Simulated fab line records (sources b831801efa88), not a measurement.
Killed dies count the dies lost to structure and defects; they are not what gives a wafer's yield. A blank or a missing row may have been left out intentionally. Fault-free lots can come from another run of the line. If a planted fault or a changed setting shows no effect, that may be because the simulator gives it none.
Matching of chambers    flow gf180mcu    GF_CONTACT_CMP_04 on cmp-02: 3 sister chambers
The step polishes SiO2. 16 wafers are shown with their chamber, then 5 later ones without.

WAFERS WITH THEIR CHAMBER
wafer   chamber  motor-current-A (A)  time-to-endpoint-s (s)
L626.2  2        11.9                 109
L626.3  1        9.6                  108
L626.4  0        12.5                 102
L627.2  2        11.4                 108
L627.3  0        12.6                 102
L627.5  2        11.8                 111
L629.1  1        9.9                  109
L629.4  0        12.1                 104
L629.6  0        12.5                 108
L631.1  1        9.7                  112
L631.4  2        11.9                 113
L631.6  1        9.9                  110
L640.1  2        11.9                 108
L640.2  0        12.8                 96
L640.5  1        9.8                  116
L644.1  1        10.1                 125

SIGNATURES (means of the wafers above)
reading             chamber 0  chamber 1  chamber 2  scatter within a chamber
motor-current-A     12.500     9.833      11.780     0.215
time-to-endpoint-s  102.40     113.33     109.80     4.78
Rule: a wafer's distance from a chamber is the root of the sum, over the readings, of the square of ((its reading less the chamber's mean) divided by the reading's scatter). The wafer belongs to the nearest chamber; if the next one is less than 2 further off, it can't be placed. The scatter: the root of (the sum of the squares of (reading less its chamber's mean) over the shown wafers, divided by (wafers less chambers)).

WAFERS WITHOUT THEIR CHAMBER
wafer   motor-current-A (A)  time-to-endpoint-s (s)
L644.4  12.6                 122
L645.4  12.2                 114
L645.6  12.2                 101
L646.2  9.9                  106
L646.6  9.6                  109

EACH ONE'S CHAMBER
wafer   from the rows above      in truth
L644.4  can't be placed: 0 or 2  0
L645.4  can't be placed: 2 or 0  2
L645.6  can't be placed: 0 or 2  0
L646.2  1                        1
L646.6  1                        1
Correctly placed: 2 of 5. Unplaceable from these rows: 3, with the true chamber sitting among the candidates in 3. Wrongly placed: 0.
